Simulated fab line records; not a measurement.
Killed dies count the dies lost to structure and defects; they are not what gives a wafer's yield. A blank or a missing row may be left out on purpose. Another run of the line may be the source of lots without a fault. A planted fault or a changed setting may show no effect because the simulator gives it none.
fab line records	flow sky130
[record] lots = 6	wafers = 18	last_day = 49
route steps=708 shown VT_ADJUST_PCH@151 SONOS_TUNNEL@154 PAD_OPEN@708
lots that met no fault: taken from a fault-free run of the same line
start_h: start of the lot's first displayed wafer, in hours after the record's first day	wait_h: time in hours since the lot's previous step	" unchanged from the row above	L1.1+2: a row that stands for several wafers	- no value, or no start given	* or withheld: withheld	< > ~ a bound
route shown NAME@n: names a module that has steps shown in the file, with the first one's number in the route	usual: the fault-free wafers' mean and standard deviation	same: alike in all rows	chamber/n: place in a boat	sites: per-site readings	_std_site: their standard deviation	_edge_site: the outer-site mean with the inner-site mean subtracted	radius_mm: how far each site lies from the wafer's centre	mask NAME#n: copy n	behind: tool/chamber where the wafer was last shaped	hold: the reason the lot was held/the length of the hold in hours/how it ended	device: which transistor (n, p or np) failed to switch	end of line: tests run on the same wafers once the route is complete	a step without rows: its recipe alone	killed: not the wafer's yield, but the dies lost to structure and defects at the first sort	map: dies across one wafer; x = killed, . = not, _ = none there
set.NAME: the setting the step ran with; set.NAME@STEP: the setting that earlier step ran with	model.NAME: the simulator's own value behind a step, which no gauge read
lots seen at some steps along the route; tables by step, rows by wafer
services: when a tool's chamber went out of use (start_h, in hours from the record's first day, below 0 if earlier), for how many hours, and the reason
[[steps]]
[step SKY_VT_ADJUST_PCH_IMPLANT_08]
[recipe] species = B	energy_kev = 10	dose_cm2 = 5e+11	tilt_deg = withheld
[step SKY_VT_ADJUST_PCH_STRIP_09]
[recipe] chemistry = O2/N2	power_w = 1400	pressure_mtorr = 1500	platen_temp_c = withheld	o2_flow_sccm = 3000	n2_flow_sccm = 300	overash_fraction = 0.5
[usual] drypump_motor_current_A = 5.5/0.45	o2_flow_sccm = 3001/9.1	oes_product_au = 0.722/0.0046	strip_time_to_endpoint_s = 37.00/0.14
lot.wafer	tool	chamber	start_h	wait_h	drypump_motor_current_A	o2_flow_sccm	oes_product_au	rf_hours_counter_h	strip_time_to_endpoint_s
L583.2	plasma_asher-01	0	246.54	0.1	5.2	3003	0.719	13	37.09
L583.3	"	1	"	"	5.4	3009	0.725	-	37.15
L583.5	"	0	"	"	5.2	2997	0.718	-	37.13
L585.1	plasma_asher-04	0	260.22	0.1	5.2	3015	0.720	43	37.06
L585.3	"	1	"	"	5.1	3001	0.713	-	36.98
L585.6	"	1	"	"	5.1	3012	0.720	-	37.03
L586.4	plasma_asher-01	0	269.45	0.1	5.2	3003	0.723	-	36.96
L586.5	"	0	"	"	5.3	3009	0.717	-	36.96
L586.6	"	1	"	"	5.4	3007	0.726	-	37.01
L596.2	plasma_asher-01	1	347.97	0.1	5.4	2998	0.725	23	36.97
L596.5	"	0	"	"	5.2	3010	0.719	-	36.86
L596.6	"	1	"	"	5.4	3000	0.729	-	37.00
L597.3	plasma_asher-03	0	358.57	0.1	6.5	2992	0.718	-	37.15
L597.4	"	1	"	"	5.9	3012	0.718	-	37.01
L597.6	"	1	"	"	5.9	3011	0.724	-	37.10
L599.1	plasma_asher-03	1	374.67	0.1	5.9	3008	0.725	67	36.84
L599.4	"	1	"	"	5.9	2998	0.729	-	36.92
L599.6	"	1	"	"	5.9	3003	0.719	-	36.82
[step SKY_VT_ADJUST_PCH_TW_MEAS_10]
[usual] VT_ADJUST_PCH_TW = 143.0/1.3
lot.wafer	tool	chamber	start_h	wait_h	VT_ADJUST_PCH_TW
L583.2	film_metro-02	-	246.65	0.1	142.1
L583.3	"	-	"	"	141.9
L583.5	"	-	"	"	142.1
L585.1	film_metro-04	-	260.32	0.1	142.3
L585.3	"	-	"	"	142.2
L585.6	"	-	"	"	141.8
L586.4	film_metro-03	-	269.55	0.1	145.3
L586.5	"	-	"	"	144.1
L586.6	"	-	"	"	145.0
L596.2	film_metro-04	-	348.08	0.1	143.3
L596.5	"	-	"	"	142.8
L596.6	"	-	"	"	143.8
L597.3	film_metro-04	-	358.66	0.1	143.4
L597.4	"	-	"	"	143.3
L597.6	"	-	"	"	143.4
L599.1	film_metro-02	-	374.77	0.1	141.6
L599.4	"	-	"	"	141.9
L599.6	"	-	"	"	142.0
[step SKY_SONOS_TUNNEL_DEHYDRATE_00]
[recipe] temp_c = 200	time_s = 60
[step SKY_SONOS_TUNNEL_HMDS_01]
[recipe] prime_time_s = 60	prime_temp_c = 120
[step SKY_SONOS_TUNNEL_COAT_02]
[recipe] resist = NOVOLAK	spin_rpm = 3000	resist_thk_nm = 1140
[step SKY_SONOS_TUNNEL_SOFTBAKE_03]
[recipe] temp_c = 90	time_s = 60	resist = NOVOLAK
[step SKY_SONOS_TUNNEL_EXPOSE_04]
[recipe] mask_id = TUNM	na = 0.6	source_shape = conventional	sigma_outer = 0.6	polarization = unpolarized	target_cd_nm = 410	dose_mj = 136
[step SKY_SONOS_TUNNEL_PEB_05]
[recipe] temp_c = withheld	time_s = *	resist = NOVOLAK
[step SKY_SONOS_TUNNEL_DEVELOP_06]
[recipe] resist = NOVOLAK	developer = TMAH	develop_time_s = 60	dev_temp_c = 23
[step SKY_SONOS_TUNNEL_CD_MEAS_07]
[recipe] target_cd_nm = 410
[usual] cd_nm = 410.4/2.2
lot.wafer	tool	chamber	start_h	wait_h	cd_nm
L583.2	cd_sem-01	-	270.45	0.1	409.7
L583.3	"	-	"	"	408.8
L583.5	"	-	"	"	408.7
L585.1	cd_sem-02	-	284.88	0.1	409.2
L585.3	"	-	"	"	406.7
L585.6	"	-	"	"	411.1
L586.4	cd_sem-02	-	294.54	0.1	407.2
L586.5	"	-	"	"	406.8
L586.6	"	-	"	"	407.5
L596.2	cd_sem-02	-	375.40	0.1	409.9
L596.5	"	-	"	"	410.6
L596.6	"	-	"	"	410.5
L597.3	cd_sem-02	-	386.83	0.1	412.8
L597.4	"	-	"	"	415.2
L597.6	"	-	"	"	411.2
L599.1	cd_sem-02	-	403.34	0.1	409.9
L599.4	"	-	"	"	409.0
L599.6	"	-	"	"	408.3
[step SKY_SONOS_TUNNEL_OVL_MEAS_08]
[usual] SONOS_TUNNEL_OVL = 0.0/1.2
lot.wafer	tool	chamber	start_h	wait_h	SONOS_TUNNEL_OVL[nm]
L583.2	overlay-01	-	270.56	0.1	-0.9
L583.3	"	-	"	"	-3.1
L583.5	"	-	"	"	-0.4
L585.1	overlay-01	-	285.00	0.1	0.1
L585.3	"	-	"	"	0.8
L585.6	"	-	"	"	-0.4
L586.4	overlay-02	-	294.62	0.1	0.3
L586.5	"	-	"	"	-1.2
L586.6	"	-	"	"	-0.9
L596.2	overlay-02	-	375.51	0.1	0.0
L596.5	"	-	"	"	-0.6
L596.6	"	-	"	"	-0.9
L597.3	overlay-01	-	386.92	0.1	1.3
L597.4	"	-	"	"	-0.5
L597.6	"	-	"	"	0.1
L599.1	overlay-01	-	403.46	0.1	-1.2
L599.4	"	-	"	"	-1.9
L599.6	"	-	"	"	-0.5
[step SKY_SONOS_TUNNEL_IMPLANT_09]
[recipe] species = B	energy_kev = 20	dose_cm2 = 1e+12	tilt_deg = withheld
[usual] beam_on_s = 9.99/0.2	end_station_pressure_torr = 5.05e-06/2.6e-07
lot.wafer	tool	chamber	start_h	wait_h	beam_on_s	end_station_pressure_torr
L583.2	implanter-02	0	270.61	0.0	9.99	4.54e-06
L583.3	"	0	"	"	10.26	5.25e-06
L583.5	"	0	"	"	9.84	4.91e-06
L585.1	implanter-02	0	285.04	0.0	9.75	5e-06
L585.3	"	0	"	"	9.95	5.08e-06
L585.6	"	0	"	"	9.62	5.12e-06
L586.4	implanter-02	0	294.71	0.1	9.93	4.57e-06
L586.5	"	0	"	"	10.28	5.22e-06
L586.6	"	0	"	"	10.19	4.93e-06
L596.2	implanter-01	0	375.56	0.0	10.22	5.09e-06
L596.5	"	0	"	"	9.80	5.17e-06
L596.6	"	0	"	"	10.36	5.39e-06
L597.3	implanter-02	0	386.99	0.1	9.81	5.24e-06
L597.4	"	0	"	"	10.42	5.15e-06
L597.6	"	0	"	"	9.89	5.19e-06
L599.1	implanter-02	0	403.49	0.0	9.72	4.83e-06
L599.4	"	0	"	"	10.19	5.28e-06
L599.6	"	0	"	"	9.86	5.29e-06
[step SKY_SONOS_TUNNEL_WET_ETCH_10]
[recipe] chemistry = dHF	target_depth_nm = 14	target = SiO2	dilution = 100:1	temp_c = 25	time_s = 280
[step SKY_SONOS_TUNNEL_STRIP_11]
[recipe] chemistry = SPM	time_s = 600	temp_c = 130
[step SKY_SONOS_TUNNEL_TW_MEAS_12]
[usual] SONOS_TUNNEL_TW = 199.5/1.7
lot.wafer	tool	chamber	start_h	wait_h	hold	SONOS_TUNNEL_TW
L583.2	film_metro-04	-	271.01	0.0	-	197.3
L583.3	"	-	"	"	-	197.4
L583.5	"	-	"	"	-	196.5
L585.1	film_metro-03	-	285.45	0.0	await_dispo/0.2h/release	179.2
L585.3	"	-	"	"	await_dispo/0.2h/release	199.7
L585.6	"	-	"	"	await_dispo/0.2h/release	179.2
L585.1	film_metro-03	-	285.73	0.3	-	179.7
L585.3	"	-	"	"	-	201.0
L585.6	"	-	"	"	-	178.8
L586.4	film_metro-03	-	295.08	0.0	await_dispo/0.2h/release	200.5
L586.5	"	-	"	"	await_dispo/0.2h/release	202.1
L586.6	"	-	"	"	await_dispo/0.2h/release	180.8
L586.4	film_metro-03	-	295.31	0.2	-	201.3
L586.5	"	-	"	"	-	201.0
L586.6	"	-	"	"	-	179.5
L596.2	film_metro-04	-	375.98	0.0	-	199.1
L596.5	"	-	"	"	-	197.9
L596.6	"	-	"	"	-	196.5
L597.3	film_metro-04	-	387.39	0.0	-	198.7
L597.4	"	-	"	"	-	199.3
L597.6	"	-	"	"	-	198.4
L599.1	film_metro-01	-	403.93	0.0	-	201.2
L599.4	"	-	"	"	-	200.7
L599.6	"	-	"	"	-	200.9
[step SKY_PAD_OPEN_PROBE_99]
[usual] killed_at_M0_to_M3 = 44/7	killed_at_M4_up = 3.2/1.8	killed_at_contacts = 24/5.1	killed_at_front_end = 15/4.3	killed_at_other = 0.3/0.5	killed_dies = 86/9.6	killed_open = 48/7.1	killed_short = 38/6.7
[same] gross_dies = 492	killed_at_back_side = 0
lot.wafer	tool	chamber	start_h	wait_h	killed_at_M0_to_M3	killed_at_M4_up	killed_at_contacts	killed_at_front_end	killed_at_other	killed_dies	killed_open	killed_short	model.etest.tip_sonos.rs_ohm_sq_range	model.etest.sonos_uncharged.r_on_ohm_um	model.etest.tip_sonos.rs_ohm_sq_rim_less_centre	model.etest.sonos_programmed.off_log10_a_um	model.etest.sonos_uncharged.vt_v	model.etest.sonos_programmed.vt_v	model.etest.sonos_erased.vt_v	model.etest.sonos_baked.vt_v
L583.2	prober-02	-	1093.07	0.1	56	0	21	12	0	89	49	40	44.38	792.8	15.48	-14.03	-0.4584	1.436	-2.266	0.9406
L583.3	prober-02	-	1093.12	0.2	39	1	13	8	0	61	30	31	31.45	791.9	9.284	-13.99	-0.4609	1.466	-2.291	0.9646
L583.5	prober-02	-	1093.22	0.2	58	2	24	16	1	101	63	38	23.67	799.2	-9.179	-13.94	-0.4765	1.457	-2.197	0.8838
L585.1	prober-02	-	1102.36	0.1	46	3	24	13	0	86	53	32	107.3	783.4	34.9	-12.29	-0.5495	1.187	-2.36	0.7678
L585.3	prober-02	-	1102.46	0.2	55	2	36	14	0	107	51	56	43.78	811.7	0.7679	-13.93	-0.4588	1.354	-2.187	0.8537
L585.6	prober-02	-	1102.61	0.2	51	3	27	11	1	93	49	44	95.37	786.5	42.39	-12.18	-0.5748	1.153	-2.328	0.6958
L586.4	prober-01	-	1113.81	0.2	39	5	28	11	0	83	47	34	36.68	820	26.07	-13.91	-0.4446	1.464	-2.267	0.9689
L586.5	prober-01	-	1113.86	0.2	49	6	25	19	1	100	58	41	56.42	818.9	35.42	-13.99	-0.4252	1.378	-2.204	0.9316
L586.6	prober-01	-	1113.91	0.2	47	1	20	16	0	84	46	37	85.84	779.2	40.98	-13.15	-0.5481	1.294	-2.322	0.7972
L596.2	prober-01	-	1166.61	0.1	42	2	22	30	0	96	44	52	36.81	803.8	3.707	-14.02	-0.4321	1.366	-2.19	0.8737
L596.5	prober-01	-	1166.76	0.2	39	5	10	14	1	69	37	32	17.56	810	3.862	-14.04	-0.4255	1.416	-2.204	0.9601
L596.6	prober-01	-	1166.81	0.2	40	5	33	14	0	92	49	42	30.04	820.1	16.75	-13.87	-0.4046	1.425	-2.22	0.961
L597.3	prober-02	-	1174.28	0.2	46	3	24	11	0	84	35	49	36.04	804	-20.53	-14.04	-0.4464	1.544	-2.376	1.008
L597.4	prober-02	-	1174.33	0.2	29	6	18	20	1	74	31	43	47.61	808.1	-8.886	-13.99	-0.4483	1.535	-2.359	0.9556
L597.6	prober-02	-	1174.43	0.2	36	0	17	16	0	69	41	28	65.95	810.4	-15.86	-14.06	-0.4179	1.501	-2.361	0.9513
L599.1	prober-02	-	1183.74	0.1	48	3	30	13	0	94	51	43	34.03	802.1	-3.586	-14.01	-0.4689	1.509	-2.315	0.9599
L599.4	prober-02	-	1183.89	0.2	54	5	31	17	0	107	61	46	34	801.2	-11.67	-13.92	-0.4516	1.494	-2.335	0.9772
L599.6	prober-02	-	1183.99	0.2	52	5	22	14	0	93	49	44	43.22	800.3	20.45	-13.78	-0.4299	1.591	-2.408	1.032
// killed by level:class
L583.2 VIA1:geometric_particle:open=10 CONTACT:geometric_particle:open=10 VIA3:geometric_particle:open=10 METAL2:geometric_particle:short=8 VIA2:geometric_particle:open=7 VIA1:geometric_particle:short=6 CONTACT:geometric_particle:short=5 LI_CONTACT:geometric_particle:short=4
L583.3 VIA1:geometric_particle:open=8 VIA2:geometric_particle:open=8 VIA1:geometric_particle:short=7 CONTACT:geometric_particle:open=4 METAL2:geometric_particle:short=4 POLY_GATE:geometric_particle:short=3 LI_CONTACT:geometric_particle:short=3 LI_CONTACT:geometric_particle:open=3
L583.5 VIA1:geometric_particle:open=13 CONTACT:geometric_particle:open=10 VIA2:geometric_particle:open=9 VIA3:geometric_particle:open=9 VIA1:geometric_particle:short=7 POLY_GATE:geometric_particle:open=6 LI_CONTACT:geometric_particle:open=6 METAL3:geometric_particle:short=6
L585.1 CONTACT:geometric_particle:open=10 VIA1:geometric_particle:open=10 VIA3:geometric_particle:open=9 LI_CONTACT:geometric_particle:open=6 CONTACT:geometric_particle:short=6 VIA2:geometric_particle:short=5 METAL1:geometric_particle:short=5 VIA2:geometric_particle:open=5
L585.3 CONTACT:geometric_particle:open=15 METAL1:geometric_particle:short=10 VIA1:geometric_particle:open=9 VIA1:geometric_particle:short=8 LI_CONTACT:geometric_particle:open=7 CONTACT:geometric_particle:short=7 METAL2:geometric_particle:short=6 VIA3:geometric_particle:open=6
L585.6 CONTACT:geometric_particle:open=11 VIA1:geometric_particle:open=11 METAL1:geometric_particle:short=7 VIA2:geometric_particle:open=7 VIA3:geometric_particle:open=7 LI_CONTACT:geometric_particle:open=6 LOCAL_INTERCONNECT:geometric_particle:short=5 VIA1:geometric_particle:short=5
L586.4 CONTACT:geometric_particle:open=14 VIA1:geometric_particle:open=7 LI_CONTACT:geometric_particle:open=6 VIA3:geometric_particle:open=6 VIA2:geometric_particle:open=5 FIELD_ISO:geometric_particle:short=4 METAL1:geometric_particle:short=4 VIA2:geometric_particle:short=4
L586.5 VIA1:geometric_particle:open=12 CONTACT:geometric_particle:open=10 LI_CONTACT:geometric_particle:open=8 VIA3:geometric_particle:open=7 FIELD_ISO:geometric_particle:open=6 VIA2:geometric_particle:open=6 METAL3:geometric_particle:short=6 CONTACT:geometric_particle:short=5
L586.6 VIA1:geometric_particle:open=13 VIA2:geometric_particle:open=8 CONTACT:geometric_particle:short=7 CONTACT:geometric_particle:open=6 FIELD_ISO:geometric_particle:open=5 VIA1:geometric_particle:short=5 LI_CONTACT:geometric_particle:open=4 METAL1:geometric_particle:short=4
L596.2 CONTACT:geometric_particle:open=11 FIELD_ISO:geometric_particle:short=8 POLY_GATE:geometric_particle:short=8 FIELD_ISO:geometric_particle:open=6 METAL1:geometric_particle:short=6 VIA1:geometric_particle:open=6 VIA2:geometric_particle:open=6 METAL3:geometric_particle:short=6
L596.5 VIA1:geometric_particle:open=9 VIA3:geometric_particle:open=9 METAL1:geometric_particle:short=7 CONTACT:geometric_particle:open=6 FIELD_ISO:geometric_particle:short=5 VIA2:geometric_particle:open=5 METAL4:geometric_particle:short=4 METAL2:geometric_particle:short=4
L596.6 CONTACT:geometric_particle:open=11 VIA1:geometric_particle:open=10 LI_CONTACT:geometric_particle:open=8 METAL3:geometric_particle:short=6 CONTACT:geometric_particle:short=6 METAL2:geometric_particle:short=5 VIA3:geometric_particle:open=5 POLY_GATE:geometric_particle:open=4
L597.3 CONTACT:geometric_particle:open=13 METAL2:geometric_particle:short=9 FIELD_ISO:geometric_particle:short=7 METAL1:geometric_particle:short=7 VIA3:geometric_particle:open=6 LI_CONTACT:geometric_particle:short=5 VIA1:geometric_particle:short=5 VIA1:geometric_particle:open=5
L597.4 CONTACT:geometric_particle:open=7 METAL1:geometric_particle:short=7 FIELD_ISO:geometric_particle:short=5 POLY_GATE:geometric_particle:short=5 VIA1:geometric_particle:open=5 FIELD_ISO:geometric_particle:open=4 METAL4:geometric_particle:short=4 CONTACT:geometric_particle:short=4
L597.6 CONTACT:geometric_particle:open=7 VIA1:geometric_particle:open=7 METAL2:geometric_particle:short=7 LI_CONTACT:geometric_particle:open=5 VIA2:geometric_particle:open=5 POLY_GATE:geometric_particle:open=4 VIA3:geometric_particle:open=4 FIELD_ISO:geometric_particle:open=3
L599.1 VIA2:geometric_particle:open=10 LI_CONTACT:geometric_particle:open=9 CONTACT:geometric_particle:open=8 FIELD_ISO:geometric_particle:short=7 LOCAL_INTERCONNECT:geometric_particle:short=7 VIA3:geometric_particle:open=7 VIA1:geometric_particle:short=5 METAL1:geometric_particle:short=5
L599.4 VIA1:geometric_particle:open=11 VIA2:geometric_particle:open=10 LI_CONTACT:geometric_particle:open=9 CONTACT:geometric_particle:open=8 VIA3:geometric_particle:short=8 VIA3:geometric_particle:open=7 FIELD_ISO:geometric_particle:open=6 LI_CONTACT:geometric_particle:short=6
L599.6 VIA1:geometric_particle:open=10 VIA3:geometric_particle:open=9 LI_CONTACT:geometric_particle:open=7 METAL1:geometric_particle:short=7 LOCAL_INTERCONNECT:geometric_particle:short=6 VIA2:geometric_particle:open=6 CONTACT:geometric_particle:open=5 VIA3:geometric_particle:short=5
[[services]]
tool	chamber	start_h	hours	kind
implanter-01	-	233.02	1.0	repair
implanter-01	-	244.54	4.0	pm
implanter-02	-	254.29	0.6	repair
implanter-02	-	287.17	2.7	pm
plasma_asher-01	-	289.07	0.7	repair
plasma_asher-04	-	309.96	15.6	pm
implanter-02	-	331.24	3.3	repair
implanter-02	-	334.56	9.2	pm
plasma_asher-04	-	337.80	6.6	repair
plasma_asher-03	-	343.24	7.3	repair
implanter-01	-	346.78	3.0	repair
implanter-01	-	349.76	13.4	pm
implanter-02	-	352.97	2.2	repair
plasma_asher-03	-	359.95	14.6	pm
plasma_asher-01	-	369.56	6.1	repair
implanter-01	-	395.07	4.0	pm
implanter-01	-	402.16	1.6	repair
[[key]]
[first_sign] step = SKY_SONOS_TUNNEL_TW_MEAS_12	reading = visit	direction = added
[effect] step = SKY_SONOS_TUNNEL_TW_MEAS_12	reading = SONOS_TUNNEL_TW	direction = down	sigmas = 12	usual = 199.5	struck = 179.7
[model_effect] step = SKY_PAD_OPEN_PROBE_99	value = etest.tip_sonos.rs_ohm_sq_range	without = 34.93	struck = 96.17
met_at SKY_SONOS_TUNNEL_IMPLANT_09
struck_wafers L585.1,L585.6,L586.6
tester_left_out L585,L586
onset_between 270.61 285.04
[fault] kind = process_parameter_drift	tool = implanter-02	chamber = -	onset_h = 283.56	steps = SKY_SONOS_TUNNEL_IMPLANT_09	channel = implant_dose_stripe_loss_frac	offset = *	shape = step	end_h = 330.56	scope = struck_wafers_only
// tester_left_out: of these lots the tester's yield and bins aren't shown, on N5 and GAA mostly nor the transistor test; their killed dies are dies lost to structure and defects alone, not to doping, threshold or leakage, so they don't give the yield
